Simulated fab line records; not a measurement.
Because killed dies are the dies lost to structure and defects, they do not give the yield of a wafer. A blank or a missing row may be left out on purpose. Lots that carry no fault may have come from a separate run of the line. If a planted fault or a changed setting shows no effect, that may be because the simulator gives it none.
Chamber matching || flow sky130 || cmp-01 running SKY_VIA2_CMP_02: 4 sister chambers
The step polishes SiO2. 4 wafers are shown with their chamber, then 7 later ones without.

WAFERS, EACH WITH ITS CHAMBER
{"wafer": "L947.3", "chamber": 0, "motorCurrentA (A)": 12.8}
{"wafer": "L947.4", "chamber": 2, "motorCurrentA (A)": 13.5}
{"wafer": "L952.1", "chamber": 1, "motorCurrentA (A)": 12.0}
{"wafer": "L952.4", "chamber": 3, "motorCurrentA (A)": 15.9}

WAFERS WHOSE CHAMBER IS MISSING
{"wafer": "L952.5", "motorCurrentA (A)": 13.4}
{"wafer": "L958.1", "motorCurrentA (A)": 13.4}
{"wafer": "L958.3", "motorCurrentA (A)": 13.4}
{"wafer": "L958.4", "motorCurrentA (A)": 12.4}
{"wafer": "L961.4", "motorCurrentA (A)": 14.1}
{"wafer": "L961.5", "motorCurrentA (A)": 14.1}
{"wafer": "L961.6", "motorCurrentA (A)": 16.2}

EACH ONE'S CHAMBER
{"wafer": "L952.5", "from the rows above": "can't be placed: 2 or 0", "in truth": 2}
{"wafer": "L958.1", "from the rows above": "can't be placed: 2 or 0", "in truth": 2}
{"wafer": "L958.3", "from the rows above": "can't be placed: 2 or 0", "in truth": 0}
{"wafer": "L958.4", "from the rows above": "can't be placed: 0 or 1 or 2", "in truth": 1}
{"wafer": "L961.4", "from the rows above": "can't be placed: 2 or 0", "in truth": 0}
{"wafer": "L961.5", "from the rows above": "can't be placed: 2 or 0", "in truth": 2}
{"wafer": "L961.6", "from the rows above": 3, "in truth": 3}
1 of 7 placed correctly. Unplaceable from these rows: 6, with the true chamber sitting among the candidates in 6. Wrongly placed: 0.
How it was worked out, from the rows above alone: a wafer's distance from a chamber is the root of the sum, over the readings, of the square of ((its reading less the chamber's mean) divided by the reading's scatter). The wafer belongs to the nearest chamber; if the next one is less than 2 further off, it can't be placed. For every chamber, the mean is computed from those of its wafers that are shown. The scatter (one wafer shown for each chamber): square how far every hidden wafer sits from the nearest shown wafer, average those squares and take the square root.
